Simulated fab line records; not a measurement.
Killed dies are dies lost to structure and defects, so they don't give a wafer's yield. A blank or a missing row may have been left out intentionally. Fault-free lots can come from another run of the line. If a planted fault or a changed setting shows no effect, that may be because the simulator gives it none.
fab line records	flow sky130
[record] lots = 13	wafers = 39	last_day = 50
route steps=708 shown VIA2@522 VIA3@573 METAL4@598
lots that met no fault: taken from a fault-free run of the same line
start_h: hours from the record's opening day to when the first of the lot's shown wafers began	wait_h: hours from the lot's prior step to this one	" unchanged from the row above	L1.1+2: one row covering several wafers at once	- no value present, or no start provided	* or withheld: withheld	< > ~ a bound
route shown NAME@n: NAME is a module with steps in the file, n the number in the route of the first one	usual: mean/standard deviation of fault-free wafers	same: alike in all rows	chamber/n: place in a boat	sites: the reading at each site	_std_site: their standard deviation	_edge_site: mean of outer sites minus mean of inner sites	radius_mm: for every site, how far away it sits from the centre of the wafer	mask NAME#n: copy n	behind: tool/chamber where the wafer was last shaped	hold: the reason the lot was held/the length of the hold in hours/how it ended	device: the transistor (n, p or np) that didn't switch	end of line: the same wafers' tests at the end of the route	a step given without rows: its recipe and nothing more	killed: at the first sort, the dies lost to defects and structure; wafer yield is something else	map: a wafer's dies, marking killed ones x, the rest . and places with no die _
set.NAME: the setting the step ran with; set.NAME@STEP: the setting that earlier step ran with	model.NAME: the simulator's own value behind a step, which no gauge read
one table for each step of the route and one row for each wafer, over a sample of lots
services: the hour from which a tool's chamber was out of use, counted from the record's first day as start_h (under 0 if before that day), plus the number of hours and why
[[steps]]
[step SKY_VIA2_ETCH_15]
[recipe] target = SiO2	chemistry = C4F8/O2/Ar	target_depth_nm = 546	stop_on = TiN	mask_material = KrF-thick	source_w = 1500	bias_w = 1200	pressure_mtorr = 40	c4f8_flow_sccm = withheld	O2_flow_sccm = 6	Ar_flow_sccm = 300	time_s = 84
[usual] oes_product_au = 0.940/0.0051
lot.wafer	tool	chamber	start_h	wait_h	oes_product_au
L640.1	rie_diel-01	0	889.97	0.0	0.947
L640.2	"	2	"	"	0.936
L640.4	"	3	"	"	0.927
L641.4	rie_diel-01	3	892.76	0.0	0.937
L641.5	"	1	"	"	0.939
L641.6	"	0	"	"	0.948
L639.1	rie_diel-02	0	894.11	0.0	0.941
L639.4	"	2	"	"	0.930
L639.6	"	3	"	"	0.949
L643.3	rie_diel-02	0	911.46	0.0	0.942
L643.5	"	1	"	"	0.937
L643.6	"	2	"	"	0.936
L645.1	rie_diel-02	2	918.63	0.0	0.945
L645.2	"	0	"	"	0.939
L645.3	"	1	"	"	0.946
L644.2	rie_diel-02	2	920.46	0.0	0.943
L644.4	"	1	"	"	0.948
L644.5	"	1	"	"	0.926
L646.2	rie_diel-04	3	936.18	0.0	0.939
L646.5	"	2	"	"	0.941
L646.6	"	3	"	"	0.935
L648.1	rie_diel-02	0	943.46	0.0	0.944
L648.4	"	3	"	"	0.946
L648.6	"	3	"	"	0.939
L649.1	rie_diel-04	2	952.31	0.0	0.939
L649.4	"	2	"	"	0.945
L649.5	"	1	"	"	0.937
L651.3	rie_diel-04	2	965.43	0.0	0.937
L651.4	"	0	"	"	0.946
L651.6	"	2	"	"	0.943
L653.1	rie_diel-01	2	982.26	0.0	0.936
L653.2	"	3	"	"	0.937
L653.5	"	3	"	"	0.933
L655.1	rie_diel-02	2	987.52	0.0	0.947
L655.3	"	1	"	"	0.934
L655.6	"	3	"	"	0.938
L660.1	rie_diel-01	1	1017.78	0.0	0.947
L660.4	"	3	"	"	0.939
L660.6	"	1	"	"	0.933
[step SKY_VIA3_HDPCVD_00]
[recipe] material = SiO2	target_thk_nm = 1635	sigma_open_frac = 0.3	time_s = 272.5	temp_c = 400	sih4_flow_sccm = 60	pressure_mtorr = 6
lot.wafer	tool	chamber	start_h	wait_h
L640.1+2+4	hdpcvd-02	2,1,2	944.45	0.0
L641.4+5+6	hdpcvd-01	2,1,0	947.27	0.1
L639.1+4+6	hdpcvd-02	1,1,0	949.28	0.0
L643.3+5+6	hdpcvd-02	1,2,1	964.93	0.0
L645.1+2+3	hdpcvd-01	2,0,1	972.20	0.0
L644.2+4+5	hdpcvd-01	1,2,1	973.95	0.0
L646.2+5+6	hdpcvd-01	2,0,2	988.86	0.0
L648.1+4+6	hdpcvd-01	1,2,1	994.73	0.0
L649.1+4+5	hdpcvd-02	2,0,2	1004.20	0.0
L651.3+4+6	hdpcvd-02	0,2,0	1016.75	0.1
L653.1+2+5	hdpcvd-01	1,0,1	1032.68	0.0
L655.1+3+6	hdpcvd-01	2,0,1	1037.85	0.0
L660.1+4+6	hdpcvd-02	0,0,2	1066.83	0.0
[step SKY_VIA3_THK_MEAS_01]
[recipe] reads = SiO2_of_VIA3_HDPCVD_00
[usual] VIA3_HDPCVD_THK = 1636/21
lot.wafer	tool	chamber	start_h	wait_h	VIA3_HDPCVD_THK[nm]
L640.1	film_metro-02	-	944.61	0.1	1625
L640.2	"	-	"	"	1643
L640.4	"	-	"	"	1598
L641.4	film_metro-01	-	947.38	0.0	1640
L641.5	"	-	"	"	1628
L641.6	"	-	"	"	1646
L639.1	film_metro-01	-	949.45	0.1	1667
L639.4	"	-	"	"	1685
L639.6	"	-	"	"	1663
L643.3	film_metro-04	-	965.12	0.1	1645
L643.5	"	-	"	"	1628
L643.6	"	-	"	"	1650
L645.1	film_metro-04	-	972.37	0.1	1629
L645.2	"	-	"	"	1672
L645.3	"	-	"	"	1654
L644.2	film_metro-04	-	974.12	0.1	1674
L644.4	"	-	"	"	1618
L644.5	"	-	"	"	1680
L646.2	film_metro-02	-	989.04	0.1	1624
L646.5	"	-	"	"	1672
L646.6	"	-	"	"	1618
L648.1	film_metro-01	-	994.89	0.1	1616
L648.4	"	-	"	"	1642
L648.6	"	-	"	"	1632
L649.1	film_metro-01	-	1004.45	0.2	1631
L649.4	"	-	"	"	1650
L649.5	"	-	"	"	1642
L651.3	film_metro-02	-	1016.93	0.1	1614
L651.4	"	-	"	"	1628
L651.6	"	-	"	"	1620
L653.1	film_metro-02	-	1032.85	0.1	1640
L653.2	"	-	"	"	1632
L653.5	"	-	"	"	1597
L655.1	film_metro-02	-	1038.02	0.1	1604
L655.3	"	-	"	"	1439
L655.6	"	-	"	"	1634
L660.1	film_metro-02	-	1067.00	0.1	1608
L660.4	"	-	"	"	1590
L660.6	"	-	"	"	1604
[step SKY_VIA3_ETCH_15]
[recipe] target = SiO2	chemistry = C4F8/O2/Ar	target_depth_nm = 507	stop_on = TiN	mask_material = KrF-thick	source_w = 1500	bias_w = 1200	pressure_mtorr = 40	c4f8_flow_sccm = withheld	O2_flow_sccm = 6	Ar_flow_sccm = 300	time_s = 78
[usual] oes_product_au = 0.946/0.0049
lot.wafer	tool	chamber	start_h	wait_h	oes_product_au	rf_hours_counter_h
L640.1	rie_diel-01	3	969.53	0.0	0.941	17
L640.2	"	1	"	"	0.948	12
L640.4	"	0	"	"	0.950	7
L641.4	rie_diel-02	3	972.78	0.0	0.945	15
L641.5	"	2	"	"	0.940	-
L641.6	"	1	"	"	0.940	-
L639.1	rie_diel-02	3	974.83	0.0	0.951	15
L639.4	"	0	"	"	0.939	18
L639.6	"	1	"	"	0.951	-
L643.3	rie_diel-03	0	990.33	0.0	0.943	7
L643.5	"	0	"	"	0.944	-
L643.6	"	1	"	"	0.940	-
L645.1	rie_diel-02	0	997.63	0.0	0.944	19
L645.2	"	1	"	"	0.946	9
L645.3	"	2	"	"	0.956	28
L644.2	rie_diel-02	0	998.98	0.0	0.943	19
L644.4	"	2	"	"	0.945	29
L644.5	"	2	"	"	0.939	-
L646.2	rie_diel-01	0	1013.67	0.0	0.947	8
L646.5	"	2	"	"	0.946	-
L646.6	"	1	"	"	0.941	-
L648.1	rie_diel-03	0	1018.83	0.0	0.946	7
L648.4	"	1	"	"	0.944	2
L648.6	"	3	"	"	0.950	-
L649.1	rie_diel-02	1	1028.23	0.0	0.951	10
L649.4	"	2	"	"	0.944	30
L649.5	"	2	"	"	0.953	-
L651.3	rie_diel-02	2	1041.13	0.0	0.956	30
L651.4	"	1	"	"	0.949	11
L651.6	"	1	"	"	0.940	-
L653.1	rie_diel-02	0	1057.02	0.0	0.950	21
L653.2	"	2	"	"	0.947	31
L653.5	"	0	"	"	0.942	-
L655.1	rie_diel-03	0	1061.13	0.0	0.941	9
L655.3	"	1	"	"	0.722	3
L655.6	"	3	"	"	0.959	-
L660.1	rie_diel-01	1	1088.97	0.0	0.949	17
L660.4	"	2	"	"	0.953	21
L660.6	"	3	"	"	0.947	-
[step SKY_METAL4_SPUTTER_00]
[recipe] material = Ti	target_thk_nm = 15	power_w = 3000	time_s = 10	chamber_pressure_pa = 0.4
[usual] throttle_valve_pct = 29.9/0.97
lot.wafer	tool	chamber	start_h	wait_h	throttle_valve_pct
L640.1	pvd_sputter-03	-	971.05	0.2	28.8
L640.2	"	-	"	"	30.0
L640.4	"	-	"	"	29.3
L641.4	pvd_sputter-02	-	974.10	0.1	28.7
L641.5	"	-	"	"	31.4
L641.6	"	-	"	"	29.7
L639.1	pvd_sputter-04	-	976.19	0.2	30.4
L639.4	"	-	"	"	29.3
L639.6	"	-	"	"	30.1
L643.3	pvd_sputter-02	-	991.65	0.1	31.1
L643.5	"	-	"	"	31.7
L643.6	"	-	"	"	29.7
L645.1	pvd_sputter-02	-	998.99	0.2	31.7
L645.2	"	-	"	"	31.2
L645.3	"	-	"	"	28.3
L644.2	pvd_sputter-03	-	1000.30	0.2	29.4
L644.4	"	-	"	"	29.7
L644.5	"	-	"	"	28.9
L646.2	pvd_sputter-02	-	1015.02	0.1	28.5
L646.5	"	-	"	"	31.0
L646.6	"	-	"	"	28.7
L648.1	pvd_sputter-02	-	1020.15	0.1	31.7
L648.4	"	-	"	"	31.0
L648.6	"	-	"	"	31.2
L649.1	pvd_sputter-03	-	1029.55	0.2	29.1
L649.4	"	-	"	"	29.9
L649.5	"	-	"	"	29.8
L651.3	pvd_sputter-03	-	1042.49	0.2	29.9
L651.4	"	-	"	"	29.4
L651.6	"	-	"	"	29.7
L653.1	pvd_sputter-03	-	1058.42	0.2	29.8
L653.2	"	-	"	"	29.5
L653.5	"	-	"	"	29.7
L655.1	pvd_sputter-02	-	1062.46	0.1	28.2
L655.3	"	-	"	"	31.4
L655.6	"	-	"	"	31.2
L660.1	pvd_sputter-03	-	1090.62	0.1	29.5
L660.4	"	-	"	"	29.8
L660.6	"	-	"	"	29.3
[step SKY_METAL4_SPUTTER_01]
[recipe] material = TiN	target_thk_nm = 20	power_w = 6500	time_s = 16.7	chamber_pressure_pa = 0.4
[usual] throttle_valve_pct = 29.9/0.99
lot.wafer	tool	chamber	start_h	wait_h	throttle_valve_pct
L640.1	pvd_sputter-03	-	971.07	0.0	28.6
L640.2	"	-	"	"	29.6
L640.4	"	-	"	"	29.6
L641.4	pvd_sputter-02	-	974.12	0.0	28.4
L641.5	"	-	"	"	31.7
L641.6	"	-	"	"	29.7
L639.1	pvd_sputter-04	-	976.21	0.0	30.5
L639.4	"	-	"	"	29.1
L639.6	"	-	"	"	30.3
L643.3	pvd_sputter-02	-	991.67	0.0	31.4
L643.5	"	-	"	"	31.6
L643.6	"	-	"	"	29.5
L645.1	pvd_sputter-02	-	999.01	0.0	31.8
L645.2	"	-	"	"	31.2
L645.3	"	-	"	"	28.6
L644.2	pvd_sputter-03	-	1000.32	0.0	29.7
L644.4	"	-	"	"	29.9
L644.5	"	-	"	"	28.8
L646.2	pvd_sputter-02	-	1015.04	0.0	28.5
L646.5	"	-	"	"	31.1
L646.6	"	-	"	"	28.4
L648.1	pvd_sputter-02	-	1020.17	0.0	31.8
L648.4	"	-	"	"	31.6
L648.6	"	-	"	"	31.3
L649.1	pvd_sputter-03	-	1029.57	0.0	29.4
L649.4	"	-	"	"	30.2
L649.5	"	-	"	"	29.6
L651.3	pvd_sputter-03	-	1042.51	0.0	30.2
L651.4	"	-	"	"	29.6
L651.6	"	-	"	"	29.9
L653.1	pvd_sputter-03	-	1058.44	0.0	29.4
L653.2	"	-	"	"	29.7
L653.5	"	-	"	"	29.7
L655.1	pvd_sputter-02	-	1062.49	0.0	28.7
L655.3	"	-	"	"	31.4
L655.6	"	-	"	"	31.2
L660.1	pvd_sputter-03	-	1090.64	0.0	30.0
L660.4	"	-	"	"	29.9
L660.6	"	-	"	"	29.7
[[services]]
tool	chamber	start_h	hours	kind
rie_diel-01	3	872.91	1.2	repair
pvd_sputter-02	-	887.03	0.6	repair
rie_diel-04	-	891.22	28.1	pm
rie_diel-03	0	896.43	10.0	repair
rie_diel-01	-	900.33	1.5	repair
pvd_sputter-03	-	911.46	1.9	repair
rie_diel-01	3	920.05	29.3	repair
rie_diel-04	3	920.42	4.7	repair
rie_diel-04	2	922.62	1.8	repair
rie_diel-03	0	936.03	8.2	repair
rie_diel-01	0	937.33	6.2	repair
rie_diel-01	-	938.98	0.9	repair
rie_diel-04	3	943.15	21.8	repair
hdpcvd-01	-	950.25	15.0	pm
pvd_sputter-02	-	956.80	4.2	repair
hdpcvd-01	-	957.21	1.3	repair
rie_diel-01	0	980.83	11.2	repair
hdpcvd-02	1	980.87	36.6	repair
hdpcvd-01	-	1005.57	0.6	repair
rie_diel-01	3	1040.19	5.2	repair
rie_diel-02	-	1063.96	2.8	pm
rie_diel-01	0	1070.83	3.4	repair
rie_diel-02	2	1079.05	2.7	repair
pvd_sputter-03	-	1079.74	1.5	repair
[[key]]
[first_sign] step = SKY_VIA3_THK_MEAS_01	reading = VIA3_HDPCVD_THK	direction = down	sigmas = 9.5	usual = 1636	struck = 1439
[effect] step = SKY_VIA3_ETCH_15	reading = oes_product_au	direction = down	sigmas = 46	usual = 0.946	struck = 0.722
met_at SKY_VIA3_HDPCVD_00
struck_lots L655
struck_wafers L655.3
sort_left_out L655.3
not_acting_at SKY_VIA2_ETCH_15,SKY_METAL4_SPUTTER_00,SKY_METAL4_SPUTTER_01
onset_between 1032.68 1037.85
[fault] kind = site_profile_drift	tool = hdpcvd-01	chamber = 0	onset_h = 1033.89	steps = SKY_VIA3_HDPCVD_00	basis = fraction	max_abs_drift = 0.26544	slope_share_per_hr = 58.987	site_pattern = 0,0,0,0,0,-1,-1,-1,-1
// sort_left_out: the simulated sort isn't trusted on such a fault, so these wafers' sort isn't shown, and their yield isn't known
